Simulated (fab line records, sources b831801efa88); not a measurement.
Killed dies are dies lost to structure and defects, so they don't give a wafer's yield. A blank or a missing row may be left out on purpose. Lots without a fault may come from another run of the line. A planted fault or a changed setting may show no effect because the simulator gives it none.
Which tool did it? | flow gf180mcu | 12 lots, 36 wafers sampled, at 2 steps of a route of 602

WHAT THE GAUGES READ, wafer by wafer
GF_V3_THK_MEAS_25: measures by xrf.
lot  | measured     | on            | V3_W_THK (nm)
L075 | day 23 06:07 | film_metro-02 | 350 344 348
L077 | day 23 22:38 | film_metro-02 | 351 352 342
L079 | day 24 23:48 | film_metro-02 | 359 346 364
L080 | day 25 06:17 | film_metro-03 | 368 351 348
L083 | day 25 18:58 | film_metro-02 | 344 340 342
L085 | day 26 21:08 | film_metro-02 | 348 344 341
L086 | day 27 02:26 | film_metro-04 | 346 350 351
L089 | day 28 01:38 | film_metro-02 | 342 355 341
L091 | day 28 04:14 | film_metro-02 | 346 348 346
L093 | day 28 20:19 | film_metro-04 | 338 357 362
L095 | day 29 10:44 | film_metro-02 | 346 349 353
L097 | day 29 18:55 | film_metro-03 | 351 347 350

WHICH TOOL RAN EACH LOT (tool, then ch and the chambers of the sampled wafers, then the start)
lot  | GF_V3_SPUTTER_22
L075 | pvd_sputter-02, day 23 05:41
L077 | pvd_sputter-01, day 23 22:22
L079 | pvd_sputter-02, day 24 23:31
L080 | pvd_sputter-01, day 25 06:01
L083 | pvd_sputter-02, day 25 18:41
L085 | pvd_sputter-01, day 26 20:52
L086 | pvd_sputter-01, day 27 02:08
L089 | pvd_sputter-04, day 28 01:21
L091 | pvd_sputter-02, day 28 03:57
L093 | pvd_sputter-02, day 28 20:03
L095 | pvd_sputter-02, day 29 10:27
L097 | pvd_sputter-04, day 29 18:39
- GF_V3_SPUTTER_22: material TiN, target thk 10 nm, time 40 s.

THE ANSWER, worked out from the rows above alone
Rule: what is usual is taken from the lots themselves. Put in order of their means at a reading, lots are off if they are a third of the lots or fewer, leave a main group of 4 or more, and stand apart from it by a gap of 3 or more times the standard deviation of the main group's means; of several such gaps the widest counts. A main group whose means are all the same, to the digits that the tables above print for the reading, isn't used. A lot without any number at a reading at which 4 lots or more have one is off too. The other lots that the step has rows for count as sound.
No lot is off at any reading shown: from this, nothing can be told.

WHAT THE SIMULATOR HAD PUT IN
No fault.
